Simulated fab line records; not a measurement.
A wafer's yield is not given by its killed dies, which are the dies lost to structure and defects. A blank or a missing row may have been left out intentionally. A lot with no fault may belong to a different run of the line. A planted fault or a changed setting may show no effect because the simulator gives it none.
fab line records + flow sky130
[record]
- lots = 5
- wafers = 15
- last_day = 48
route steps=708 shown VT_ADJUST_NCORE@128 VT_ADJUST_HVTR@131 VT_ADJUST_PCH@143 SONOS_TUNNEL@154 SONOS_ONO@168 POLY_GATE@226 PAD_OPEN@708
lots that met no fault: taken from a fault-free run of the same line
start_h: the number of hours between the record's first day and the start of the first shown wafer of the lot + wait_h: hours from the lot's prior step to this one + " repeats the value in the row above + L1.1+2: a single row standing in for several wafers + - no value, or no start was given + * or withheld: withheld + < > ~ a bound
route shown NAME@n: names a module that has steps shown in the file, with the first one's number in the route + usual: the fault-free wafers' mean and standard deviation + same: alike in all rows + chamber/n: place in a boat + sites: per-site readings + _std_site: their standard deviation + _edge_site: outer sites' mean less inner sites' + radius_mm: how far each site lies from the wafer's centre + mask NAME#n: copy n + behind: the tool/chamber that last shaped the wafer + hold: the reason the lot was held/the length of the hold in hours/how it ended + device: which transistor (n, p or np) failed to switch + end of line: tests of these same wafers at the route's end + a step without rows: its recipe alone + killed: dies lost to structure and defects at the first sort, not the wafer's yield + map: per-die view of a wafer (x killed, . not killed, _ where there is no die)
set.NAME: the setting that was run; set.NAME@STEP: the one run at that earlier step + model.NAME: the simulator's own value behind a step, which no gauge read
lots at selected steps of the route; one table per step, one row per wafer
services: a tool's chamber out of use, with start hour (start_h, from the record's first day; less than 0 if before it), hours out, and reason
[[steps]]
[step SKY_VT_ADJUST_NCORE_IMPLANT_09]
[recipe]
- species = B
- energy_kev = 10
- dose_cm2 = 2.4e+12
- tilt_deg = withheld
[step SKY_VT_ADJUST_NCORE_STRIP_10]
[recipe]
- chemistry = O2/N2
- power_w = 1400
- pressure_mtorr = 1500
- platen_temp_c = withheld
- o2_flow_sccm = 3000
- n2_flow_sccm = 300
- overash_fraction = 0.5
[step SKY_VT_ADJUST_HVTR_DEHYDRATE_00]
[recipe]
- temp_c = 200
- time_s = 60
[step SKY_VT_ADJUST_HVTR_HMDS_01]
[recipe]
- prime_time_s = 60
- prime_temp_c = 120
[step SKY_VT_ADJUST_HVTR_COAT_02]
[recipe]
- resist = NOVOLAK
- spin_rpm = 3000
- resist_thk_nm = 1140
[step SKY_VT_ADJUST_HVTR_SOFTBAKE_03]
[recipe]
- temp_c = 90
- time_s = 60
- resist = NOVOLAK
[step SKY_VT_ADJUST_HVTR_EXPOSE_04]
[recipe]
- mask_id = HVTRM
- target_cd_nm = 380
- na = 0.6
- source_shape = conventional
- sigma_outer = 0.6
- dose_mj = 150
[step SKY_VT_ADJUST_HVTR_PEB_05]
[recipe]
- temp_c = withheld
- time_s = *
- resist = NOVOLAK
[step SKY_VT_ADJUST_HVTR_DEVELOP_06]
[recipe]
- develop_time_s = 60
- dev_temp_c = 23
[step SKY_VT_ADJUST_HVTR_IMPLANT_09]
[recipe]
- species = B
- energy_kev = 10
- dose_cm2 = 2.1e+12
- tilt_deg = withheld
[usual]
- end_station_pressure_torr = 4.99e-06/2.7e-07
- implant_ion_amu = 11/0
| lot.wafer | tool         | chamber | start_h | wait_h | end_station_pressure_torr | implant_ion_amu | model.implant.rp_nm | model.implant.drp_nm |
|-----------|--------------|---------|---------|--------|---------------------------|-----------------|---------------------|----------------------|
| L887.3    | implanter-04 | 0       | 205.10  | 0.1    | 4.83e-06                  | 11              | 32.59               | 17.11                |
| L887.5    | "            | 0       | "       | "      | 4.77e-06                  | 11              | 32.59               | 17.11                |
| L887.6    | "            | 0       | "       | "      | 5.05e-06                  | 11              | 32.59               | 17.11                |
| L889.3    | implanter-04 | 0       | 219.79  | 0.1    | 4.9e-06                   | 11              | 33.22               | 17.11                |
| L889.4    | "            | 0       | "       | "      | 4.81e-06                  | 11              | 33.22               | 17.11                |
| L889.5    | "            | 0       | "       | "      | 5.39e-06                  | 11              | 33.22               | 17.11                |
| L895.1    | implanter-01 | 0       | 281.85  | 0.0    | 5.18e-06                  | 49              | 10.3                | 6.005                |
| L895.2    | "            | 0       | "       | "      | 5.07e-06                  | 49              | 10.3                | 6.005                |
| L895.3    | "            | 0       | "       | "      | 4.8e-06                   | 49              | 10.3                | 6.005                |
| L896.3    | implanter-02 | 0       | 286.32  | 0.1    | 5.59e-06                  | 49              | 10.2                | 6.005                |
| L896.4    | "            | 0       | "       | "      | 4.54e-06                  | 49              | 10.2                | 6.005                |
| L896.6    | "            | 0       | "       | "      | 5.02e-06                  | 49              | 10.2                | 6.005                |
| L897.2    | implanter-04 | 0       | 286.91  | 0.0    | 5.55e-06                  | 49              | 10.1                | 6.005                |
| L897.3    | "            | 0       | "       | "      | 4.83e-06                  | 49              | 10.1                | 6.005                |
| L897.5    | "            | 0       | "       | "      | 5.55e-06                  | 49              | 10.1                | 6.005                |
[step SKY_VT_ADJUST_HVTR_STRIP_10]
[recipe]
- chemistry = O2/N2
- power_w = 1400
- pressure_mtorr = 1500
- platen_temp_c = withheld
- o2_flow_sccm = 3000
- n2_flow_sccm = 300
- overash_fraction = 0.5
[step SKY_VT_ADJUST_HVTR_TW_MEAS_11]
[usual]
- VT_ADJUST_HVTR_TW = 210.5/2
| lot.wafer | tool          | chamber | start_h | wait_h | VT_ADJUST_HVTR_TW |
|-----------|---------------|---------|---------|--------|-------------------|
| L887.3    | film_metro-02 | -       | 205.32  | 0.1    | 207.6             |
| L887.5    | "             | -       | "       | "      | 208.4             |
| L887.6    | "             | -       | "       | "      | 209.4             |
| L889.3    | film_metro-01 | -       | 220.01  | 0.1    | 208.3             |
| L889.4    | "             | -       | "       | "      | 209.4             |
| L889.5    | "             | -       | "       | "      | 207.6             |
| L895.1    | film_metro-01 | -       | 282.10  | 0.1    | 304.5             |
| L895.2    | "             | -       | "       | "      | 304.8             |
| L895.3    | "             | -       | "       | "      | 304.7             |
| L896.3    | film_metro-01 | -       | 286.54  | 0.1    | 305.6             |
| L896.4    | "             | -       | "       | "      | 307.3             |
| L896.6    | "             | -       | "       | "      | 305.4             |
| L897.2    | film_metro-01 | -       | 287.15  | 0.1    | 304.8             |
| L897.3    | "             | -       | "       | "      | 303.9             |
| L897.5    | "             | -       | "       | "      | 306.1             |
[step SKY_VT_ADJUST_PCH_DEHYDRATE_00]
[recipe]
- temp_c = 200
- time_s = 60
[step SKY_VT_ADJUST_PCH_HMDS_01]
[recipe]
- prime_time_s = 60
- prime_temp_c = 120
[step SKY_VT_ADJUST_PCH_COAT_02]
[recipe]
- spin_rpm = 2000
- resist_thk_nm = 3000
[step SKY_VT_ADJUST_PCH_SOFTBAKE_03]
[recipe]
- temp_c = 108.8
- time_s = withheld
[step SKY_VT_ADJUST_PCH_EXPOSE_04]
[recipe]
- mask_id = NWM
- na = 0.6
- source_shape = conventional
- sigma_outer = 0.6
- polarization = unpolarized
- target_cd_nm = 840
- dose_mj = 255
[step SKY_VT_ADJUST_PCH_PEB_05]
[recipe]
- temp_c = 115
- time_s = withheld
[step SKY_VT_ADJUST_PCH_DEVELOP_06]
[recipe]
- wall_angle_deg = 90
- developer = TMAH
- develop_time_s = 60
- dev_temp_c = 23
[step SKY_VT_ADJUST_PCH_IMPLANT_08]
[recipe]
- species = B
- energy_kev = 10
- dose_cm2 = 5e+11
- tilt_deg = withheld
[step SKY_VT_ADJUST_PCH_STRIP_09]
[recipe]
- chemistry = O2/N2
- power_w = 1400
- pressure_mtorr = 1500
- platen_temp_c = withheld
- o2_flow_sccm = 3000
- n2_flow_sccm = 300
- overash_fraction = 0.5
[step SKY_SONOS_TUNNEL_DEHYDRATE_00]
[recipe]
- temp_c = 200
- time_s = 60
[step SKY_SONOS_TUNNEL_HMDS_01]
[recipe]
- prime_time_s = 60
- prime_temp_c = 120
[step SKY_SONOS_TUNNEL_COAT_02]
[recipe]
- resist = NOVOLAK
- spin_rpm = 3000
- resist_thk_nm = 1140
[step SKY_SONOS_TUNNEL_SOFTBAKE_03]
[recipe]
- temp_c = 90
- time_s = 60
- resist = NOVOLAK
[step SKY_SONOS_TUNNEL_EXPOSE_04]
[recipe]
- mask_id = TUNM
- na = 0.6
- source_shape = conventional
- sigma_outer = 0.6
- polarization = unpolarized
- target_cd_nm = 410
- dose_mj = 136
[step SKY_SONOS_TUNNEL_PEB_05]
[recipe]
- temp_c = withheld
- time_s = *
- resist = NOVOLAK
[step SKY_SONOS_TUNNEL_DEVELOP_06]
[recipe]
- resist = NOVOLAK
- developer = TMAH
- develop_time_s = 58.7
- dev_temp_c = 23
[step SKY_SONOS_TUNNEL_IMPLANT_09]
[recipe]
- species = B
- energy_kev = 20
- dose_cm2 = 1e+12
- tilt_deg = withheld
[step SKY_SONOS_TUNNEL_WET_ETCH_10]
[recipe]
- chemistry = dHF
- target_depth_nm = 14
- target = SiO2
- dilution = 100:1
- temp_c = 25
- time_s = 280
[step SKY_SONOS_TUNNEL_STRIP_11]
[recipe]
- chemistry = SPM
- time_s = 600
- temp_c = 130
[step SKY_SONOS_TUNNEL_CLEAN_13]
[recipe]
- chemistry = dHF
- time_s = 20
- dilution = 100:1
- dry = ipa_marangoni
[step SKY_SONOS_ONO_OXIDATION_00]
[recipe]
- temp_c = 800
- ambient = O2
- idle_temp_c = 700
- ramp_up_c_per_min = 10
- ramp_down_c_per_min = 3
- stabilise_s = 600
- purge_s = 300
- target_thk_a = 26
- ox_time_s = 1249
[step SKY_POLY_GATE_DEVELOP_12]
[recipe]
- develop_time_s = 60
- resist = KrF-thick
- dev_temp_c = 22.08
| lot.wafer | tool           | chamber | start_h | wait_h | model.POLY_GATE.cd_nm |
|-----------|----------------|---------|---------|--------|-----------------------|
| L887.3    | litho_track-04 | 0       | -       | -      | 148                   |
| L887.5    | "              | 0       | "       | "      | 147.2                 |
| L887.6    | "              | 0       | "       | "      | 148.4                 |
| L889.3    | litho_track-03 | 0       | -       | -      | 152.6                 |
| L889.4    | "              | 0       | "       | "      | 153                   |
| L889.5    | "              | 0       | "       | "      | 151.5                 |
| L895.1    | litho_track-04 | 0       | -       | -      | 150.1                 |
| L895.2    | "              | 0       | "       | "      | 150                   |
| L895.3    | "              | 0       | "       | "      | 147.8                 |
| L897.2    | litho_track-01 | 0       | -       | -      | 150.7                 |
| L897.3    | "              | 0       | "       | "      | 151.2                 |
| L897.5    | "              | 0       | "       | "      | 151.4                 |
| L896.3    | litho_track-04 | 0       | -       | -      | 158                   |
| L896.4    | "              | 0       | "       | "      | 157.2                 |
| L896.6    | "              | 0       | "       | "      | 157.9                 |
[step SKY_POLY_GATE_ETCH_17]
[recipe]
- target_depth_nm = 180
- stop_on = SiO2
- over_etch_frac = 0.56667
- chemistry = HBr/Cl2
- target = poly-Si
- icp_w = 400
- bias_w = 100
- pressure_mtorr = 10
- HBr_flow_sccm = 150
- Cl2_flow_sccm = 50
- time_s = 70.5
[usual]
- chamber_pressure_mTorr = 10.001/0.0097
- drypump_motor_current_A = 5.6/0.46
- oes_product_au = 0.989/0.006
- throttle_valve_pct = 33.684/0.0095
| lot.wafer | tool      | chamber | start_h | wait_h | chamber_pressure_mTorr | drypump_motor_current_A | oes_product_au | rf_hours_counter_h | throttle_valve_pct | model.POLY_GATE.cd_nm |
|-----------|-----------|---------|---------|--------|------------------------|-------------------------|----------------|--------------------|--------------------|-----------------------|
| L887.3    | rie_si-02 | 0       | 367.05  | 0.0    | 10.006                 | 5.3                     | 0.989          | 55                 | 33.686             | 148                   |
| L887.5    | "         | 3       | "       | "      | 9.992                  | 5.3                     | 0.987          | -                  | 33.692             | 149.9                 |
| L887.6    | "         | 2       | "       | "      | 9.997                  | 6.4                     | 0.984          | -                  | 33.681             | 147.2                 |
| L889.3    | rie_si-01 | 2       | 388.62  | 0.0    | 10.015                 | 5.3                     | 0.999          | 2                  | 33.687             | 152.8                 |
| L889.4    | "         | 0       | "       | "      | 9.991                  | 5.2                     | 0.983          | 4                  | 33.672             | 153.9                 |
| L889.5    | "         | 3       | "       | "      | 10.004                 | 5.8                     | 0.988          | -                  | 33.682             | 152.4                 |
| L895.1    | rie_si-02 | 0       | 466.22  | 0.0    | 10.007                 | 5.3                     | 0.984          | 56                 | 33.698             | 148.7                 |
| L895.2    | "         | 2       | "       | "      | 9.992                  | 6.4                     | 0.980          | 1                  | 33.671             | 147.1                 |
| L895.3    | "         | 3       | "       | "      | 10.001                 | 5.3                     | 0.987          | 2                  | 33.710             | 147.8                 |
| L897.2    | rie_si-02 | 1       | 472.00  | 0.0    | 10.004                 | 5.6                     | 1.008          | 7                  | 33.688             | 151.9                 |
| L897.3    | "         | 2       | "       | "      | 10.013                 | 6.4                     | 0.988          | 2                  | 33.699             | 150.6                 |
| L897.5    | "         | 0       | "       | "      | 10.021                 | 5.3                     | 0.987          | -                  | 33.689             | 149.1                 |
| L896.3    | rie_si-01 | 0       | 473.32  | 0.0    | 10.022                 | 5.2                     | 0.995          | 5                  | 33.676             | 157                   |
| L896.4    | "         | 3       | "       | "      | 10.004                 | 5.8                     | 0.976          | 7                  | 33.696             | 156.8                 |
| L896.6    | "         | 1       | "       | "      | 9.995                  | 6.4                     | 0.988          | -                  | 33.689             | 160.4                 |
[step SKY_PAD_OPEN_PROBE_99]
[usual]
- killed_at_M0_to_M3 = 43/6.9
- killed_at_M4_up = 3.0/1.8
- killed_at_contacts = 24/4.8
- killed_at_front_end = 15/4.5
- killed_at_other = 0.4/0.67
- killed_dies = 86/9.2
- killed_open = 46/6.9
- killed_short = 39/6
[same]
- gross_dies = 492
- killed_at_back_side = 0
| lot.wafer | tool      | chamber | start_h | wait_h | killed_at_M0_to_M3 | killed_at_M4_up | killed_at_contacts | killed_at_front_end | killed_at_other | killed_dies | killed_open | killed_short | model.etest.pfet_01v8.r_on_ohm_um | model.etest.pfet_01v8_mvt.drive_ua_um | model.etest.res_poly.line_ohm_um | model.etest.nfet_01v8.r_on_ohm_um | model.etest.sonos_uncharged.r_on_ohm_um | model.etest.nfet_01v8_lvt.drive_ua_um | model.etest.nfet_01v8.drive_ua_um | model.etest.nfet_01v8_swapped.drive_ua_um |
|-----------|-----------|---------|---------|--------|--------------------|-----------------|--------------------|---------------------|-----------------|-------------|-------------|--------------|-----------------------------------|---------------------------------------|----------------------------------|-----------------------------------|-----------------------------------------|---------------------------------------|-----------------------------------|-------------------------------------------|
| L887.3    | prober-02 | -       | 1075.65 | 0.2    | 35                 | 8               | 26                 | 8                   | 0               | 77          | 43          | 34           | 2888                              | 152.8                                 | 505.1                            | 839.4                             | 809.1                                   | 565.7                                 | 491.8                             | 497.7                                     |
| L887.5    | prober-02 | -       | 1075.75 | 0.2    | 57                 | 0               | 27                 | 11                  | 0               | 95          | 50          | 45           | 2925                              | 152.2                                 | 499.1                            | 838.6                             | 813.7                                   | 573.6                                 | 497.3                             | 496                                       |
| L887.6    | prober-02 | -       | 1075.80 | 0.2    | 35                 | 1               | 27                 | 14                  | 0               | 77          | 39          | 38           | 2933                              | 151.1                                 | 515.3                            | 838.4                             | 814.6                                   | 568.9                                 | 501                               | 499.1                                     |
| L889.3    | prober-02 | -       | 1089.46 | 0.2    | 35                 | 3               | 23                 | 27                  | 1               | 89          | 55          | 33           | 2904                              | 150                                   | 495.9                            | 833.9                             | 811.3                                   | 567.6                                 | 491.1                             | 495.1                                     |
| L889.4    | prober-02 | -       | 1089.51 | 0.2    | 42                 | 0               | 29                 | 15                  | 2               | 88          | 53          | 35           | 2942                              | 150.1                                 | 489.4                            | 838.9                             | 824.7                                   | 569.9                                 | 498.4                             | 502.5                                     |
| L889.5    | prober-02 | -       | 1089.56 | 0.2    | 43                 | 1               | 30                 | 13                  | 0               | 87          | 51          | 36           | 2872                              | 151.9                                 | 489.6                            | 835                               | 813.5                                   | 570.1                                 | 500.1                             | 497.6                                     |
| L895.1    | prober-02 | -       | 1142.39 | 0.1    | 32                 | 5               | 21                 | 17                  | 0               | 75          | 42          | 32           | 2934                              | 132.1                                 | 521                              | 845.4                             | 807.1                                   | 562.5                                 | 490.8                             | 492.2                                     |
| L895.2    | prober-02 | -       | 1142.44 | 0.1    | 35                 | 4               | 27                 | 11                  | 1               | 78          | 35          | 43           | 2874                              | 135                                   | 525.1                            | 829.7                             | 816.3                                   | 570.4                                 | 497.6                             | 495.9                                     |
| L895.3    | prober-02 | -       | 1142.49 | 0.2    | 39                 | 4               | 25                 | 8                   | 0               | 76          | 36          | 40           | 2924                              | 133.3                                 | 516.6                            | 844.8                             | 824                                     | 567.9                                 | 493.7                             | 493                                       |
| L897.2    | prober-01 | -       | 1144.62 | 0.1    | 45                 | 0               | 28                 | 17                  | 0               | 90          | 50          | 40           | 3015                              | 126                                   | 485.4                            | 874                               | 814.1                                   | 551.5                                 | 476.2                             | 481.6                                     |
| L897.3    | prober-01 | -       | 1144.67 | 0.2    | 48                 | 4               | 20                 | 14                  | 0               | 86          | 47          | 38           | 2954                              | 128.1                                 | 507.9                            | 853.2                             | 803                                     | 560.2                                 | 490                               | 496.6                                     |
| L897.5    | prober-01 | -       | 1144.77 | 0.2    | 38                 | 6               | 19                 | 9                   | 0               | 72          | 34          | 38           | 2963                              | 125.9                                 | 512.8                            | 841.2                             | 801.8                                   | 570.5                                 | 496.8                             | 497.2                                     |
| L896.3    | prober-02 | -       | 1145.99 | 0.2    | 31                 | 8               | 21                 | 21                  | 0               | 81          | 41          | 40           | 2962                              | 131.8                                 | 480.3                            | 860.9                             | 824.3                                   | 562.6                                 | 489                               | 496.8                                     |
| L896.4    | prober-02 | -       | 1146.04 | 0.2    | 37                 | 7               | 29                 | 11                  | 0               | 84          | 40          | 44           | 2968                              | 133.2                                 | 484.2                            | 866.6                             | 834.5                                   | 560.2                                 | 496.4                             | 491.5                                     |
| L896.6    | prober-02 | -       | 1146.14 | 0.2    | 38                 | 6               | 21                 | 25                  | 0               | 90          | 49          | 41           | 2982                              | 133.1                                 | 460                              | 860.6                             | 849.6                                   | 566.1                                 | 496.5                             | 496.1                                     |
// killed by level:class
L887.3 CONTACT:geometric_particle:open=11 VIA1:geometric_particle:open=10 LI_CONTACT:geometric_particle:open=5 CONTACT:geometric_particle:short=5 VIA2:geometric_particle:short=5 VIA2:geometric_particle:open=5 METAL4:geometric_particle:short=5 POLY_GATE:geometric_particle:short=4
L887.5 VIA1:geometric_particle:open=11 CONTACT:geometric_particle:open=11 METAL1:geometric_particle:short=11 VIA3:geometric_particle:open=10 LOCAL_INTERCONNECT:geometric_particle:short=7 METAL2:geometric_particle:short=7 LI_CONTACT:geometric_particle:open=4 VIA2:geometric_particle:open=4
L887.6 VIA1:geometric_particle:open=7 VIA3:geometric_particle:open=7 LI_CONTACT:geometric_particle:open=6 LI_CONTACT:geometric_particle:short=6 CONTACT:geometric_particle:short=6 CONTACT:geometric_particle:open=5 VIA1:geometric_particle:short=5 VIA2:geometric_particle:open=5
L889.3 CONTACT:geometric_particle:open=9 VIA1:geometric_particle:open=8 POLY_GATE:geometric_particle:open=8 FIELD_ISO:geometric_particle:open=6 VIA3:geometric_particle:open=6 VIA2:geometric_particle:open=5 METAL3:geometric_particle:short=4 FIELD_ISO:geometric_particle:short=3
L889.4 VIA1:geometric_particle:open=11 CONTACT:geometric_particle:open=10 CONTACT:geometric_particle:short=8 LOCAL_INTERCONNECT:geometric_particle:short=7 VIA2:geometric_particle:open=7 VIA1:geometric_particle:short=6 VIA3:geometric_particle:open=6 FIELD_ISO:geometric_particle:open=4
L889.5 VIA1:geometric_particle:open=11 CONTACT:geometric_particle:open=10 VIA2:geometric_particle:open=8 LI_CONTACT:geometric_particle:short=7 CONTACT:geometric_particle:short=5 METAL3:geometric_particle:short=5 VIA3:geometric_particle:open=5 FIELD_ISO:geometric_particle:short=4
L895.1 LI_CONTACT:geometric_particle:open=9 FIELD_ISO:geometric_particle:open=8 VIA1:geometric_particle:open=8 CONTACT:geometric_particle:open=7 POLY_GATE:geometric_particle:short=7 METAL1:geometric_particle:short=5 VIA2:geometric_particle:open=4 METAL4:geometric_particle:short=4
L895.2 LI_CONTACT:geometric_particle:open=9 METAL1:geometric_particle:short=7 VIA1:geometric_particle:open=5 CONTACT:geometric_particle:open=5 CONTACT:geometric_particle:short=5 VIA1:geometric_particle:short=5 POLY_GATE:geometric_particle:short=4 METAL3:geometric_particle:short=4
L895.3 CONTACT:geometric_particle:open=9 LI_CONTACT:geometric_particle:open=8 VIA2:geometric_particle:open=8 VIA1:geometric_particle:open=7 METAL1:geometric_particle:short=6 METAL3:geometric_particle:short=5 FIELD_ISO:geometric_particle:short=4 CONTACT:geometric_particle:short=4
L897.2 CONTACT:geometric_particle:open=10 VIA3:geometric_particle:open=10 METAL2:geometric_particle:short=8 CONTACT:geometric_particle:short=7 METAL1:geometric_particle:short=7 POLY_GATE:geometric_particle:short=6 LI_CONTACT:geometric_particle:open=6 VIA1:geometric_particle:open=6
L897.3 VIA1:geometric_particle:open=9 VIA3:geometric_particle:open=8 LOCAL_INTERCONNECT:geometric_particle:short=6 CONTACT:geometric_particle:open=6 VIA2:geometric_particle:short=6 VIA2:geometric_particle:open=6 LI_CONTACT:geometric_particle:open=5 METAL2:geometric_particle:short=4
L897.5 LI_CONTACT:geometric_particle:open=8 VIA1:geometric_particle:open=8 METAL2:geometric_particle:short=7 VIA3:geometric_particle:open=6 VIA2:geometric_particle:open=4 METAL1:geometric_particle:short=4 VIA1:geometric_particle:short=4 METAL3:geometric_particle:short=4
L896.3 LI_CONTACT:geometric_particle:open=8 CONTACT:geometric_particle:open=7 METAL1:geometric_particle:short=7 METAL4:geometric_particle:short=7 VIA1:geometric_particle:open=5 FIELD_ISO:geometric_particle:short=4 POLY_GATE:geometric_particle:short=4 LOCAL_INTERCONNECT:geometric_particle:short=4
L896.4 CONTACT:geometric_particle:open=13 VIA1:geometric_particle:open=8 VIA1:geometric_particle:short=8 CONTACT:geometric_particle:short=7 METAL2:geometric_particle:short=6 LI_CONTACT:geometric_particle:open=5 METAL4:geometric_particle:short=5 VIA3:geometric_particle:open=4
L896.6 VIA1:geometric_particle:open=13 FIELD_ISO:geometric_particle:open=9 POLY_GATE:geometric_particle:short=7 VIA1:geometric_particle:short=6 LI_CONTACT:geometric_particle:open=5 VIA3:geometric_particle:open=5 LOCAL_INTERCONNECT:geometric_particle:short=4 VIA2:geometric_particle:open=4
[[services]]
| tool           | chamber | start_h | hours | kind                      |
|----------------|---------|---------|-------|---------------------------|
| rie_si-02      | 3       | 186.22  | -     | clean                     |
| rie_si-02      | 3       | 186.22  | 27.6  | scheduled_down            |
| rie_si-02      | 3       | 186.22  | 27.6  | vent_cycle                |
| implanter-02   | -       | 202.33  | 3.8   | repair                    |
| litho_track-01 | -       | 221.08  | -     | consumable_replace:filter |
| rie_si-01      | 1       | 246.60  | 2.8   | repair                    |
| rie_si-01      | 1       | 254.70  | 1.3   | repair                    |
| implanter-04   | -       | 261.75  | 4.9   | pm                        |
| rie_si-02      | 2       | 263.11  | -     | clean                     |
| rie_si-02      | 2       | 263.11  | 16.3  | scheduled_down            |
| rie_si-02      | 2       | 263.11  | 16.3  | vent_cycle                |
| rie_si-01      | 0       | 265.29  | 9.0   | repair                    |
| implanter-02   | -       | 297.17  | 2.0   | repair                    |
| rie_si-02      | 0       | 311.70  | 6.5   | repair                    |
| rie_si-01      | 1       | 345.35  | 15.9  | repair                    |
| rie_si-02      | 2       | 350.67  | 8.6   | repair                    |
| implanter-02   | -       | 360.15  | 3.1   | pm                        |
| implanter-02   | -       | 382.83  | 1.2   | repair                    |
| rie_si-01      | 2       | 426.25  | 4.3   | repair                    |
| implanter-01   | -       | 426.43  | 4.9   | pm                        |
| implanter-01   | -       | 440.50  | 7.7   | repair                    |
| implanter-01   | -       | 466.44  | 9.1   | repair                    |
| rie_si-02      | 3       | 467.55  | 4.8   | repair                    |
| rie_si-01      | -       | 468.08  | 4.3   | pm                        |
[[key]]
[first_sign]
- step = SKY_VT_ADJUST_HVTR_IMPLANT_09
- reading = implant_ion_amu
- direction = up
- sigmas = 99+
- usual = 11
- struck = 49
[effect]
- step = SKY_VT_ADJUST_HVTR_TW_MEAS_11
- reading = VT_ADJUST_HVTR_TW
- direction = up
- sigmas = 47
- usual = 210.5
- struck = 305.2
[model_effect]
- step = SKY_VT_ADJUST_HVTR_IMPLANT_09
- value = implant.rp_nm
- without = 33.19
- struck = 10.2
[model_effect]
- step = SKY_POLY_GATE_DEVELOP_12
- value = POLY_GATE.cd_nm
- without = 149.7
- struck = 152.7
[model_effect]
- step = SKY_POLY_GATE_ETCH_17
- value = POLY_GATE.cd_nm
- without = 149.1
- struck = 152.2
[model_effect]
- step = SKY_PAD_OPEN_PROBE_99
- value = etest.pfet_01v8.r_on_ohm_um
- without = 2909
- struck = 2953
met_at SKY_VT_ADJUST_HVTR_IMPLANT_09
struck_wafers L895.1,L895.2,L895.3,L896.3,L896.4,L896.6,L897.2,L897.3,L897.5
tester_left_out L895,L896,L897
[loop_trim]
- step = SKY_POLY_GATE_EXPOSE_10
- setting = dose
- lots = L896
onset_between 219.79 281.85
[fault]
- kind = wrong_recipe_download
- tool = implanter-01,implanter-02,implanter-04
- chamber = -
- onset_h = 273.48
- steps = SKY_VT_ADJUST_HVTR_IMPLANT_09
- wrong_recipe.not_listed = 1
// tester_left_out: of these lots the tester's yield and bins aren't shown, on N5 and GAA mostly nor the transistor test; their killed dies are dies lost to structure and defects alone, not to doping, threshold or leakage, so they don't give the yield
// loop_trim: a control loop set the setting to another value than it would have without faults
